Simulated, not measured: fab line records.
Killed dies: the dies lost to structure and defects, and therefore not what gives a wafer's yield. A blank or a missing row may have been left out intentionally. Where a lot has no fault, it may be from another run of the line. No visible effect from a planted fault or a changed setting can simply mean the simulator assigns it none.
What tool caused it? + flow sky130 + 36 wafers sampled from 12 lots at 1 step of a route of 708

WHAT THE GAUGES READ, wafer by wafer
SKY_LDD_HVP_TW_MEAS_10.
| lot  | measured     | on            | LDD_HVP_TW        |
|------|--------------|---------------|-------------------|
| L076 | day 22 12:38 | film_metro-01 | 463.0 464.6 466.2 |
| L075 | day 22 17:04 | film_metro-03 | 461.5 461.6 461.6 |
| L079 | day 23 14:22 | film_metro-02 | 462.5 459.0 460.9 |
| L081 | day 23 23:46 | film_metro-03 | 460.1 459.2 457.5 |
| L083 | day 24 14:49 | film_metro-01 | 463.7 461.3 464.2 |
| L085 | day 25 07:11 | film_metro-01 | 461.1 459.6 460.0 |
| L087 | day 25 21:08 | film_metro-02 | 457.7 456.5 456.1 |
| L089 | day 26 20:16 | film_metro-03 | 460.8 462.5 460.2 |
| L091 | day 27 12:05 | film_metro-01 | 461.1 462.9 459.8 |
| L093 | day 27 22:50 | film_metro-03 | 458.4 460.3 457.6 |
| L095 | day 29 14:28 | film_metro-01 | 461.2 465.5 461.9 |
| L097 | day 29 16:47 | film_metro-01 | 464.8 462.2 460.0 |

EACH LOT AND THE TOOL THAT RAN IT (in order: tool; ch and the chambers of the sampled wafers; start)
There is no process step in the record ahead of these readings.

THE ANSWER, worked out from the rows above alone
Rule: the usual values come from the lots themselves. The widest of any qualifying gaps counts: lots, ordered by their means at a reading, are off when they make up no more than a third of the lots, leave a main group of 4 or more, and stand apart from it by 3 or more times the standard deviation of that group's means. The tables above print the reading to a certain number of digits; a main group whose means all agree to those digits is not used. Also off: a lot with no number at a reading for which 4 or more lots have one. Any other lot the step has rows for is counted as sound.
None of the lots is off at any reading shown; this tells nothing.

WHAT THE SIMULATOR HAD INSERTED
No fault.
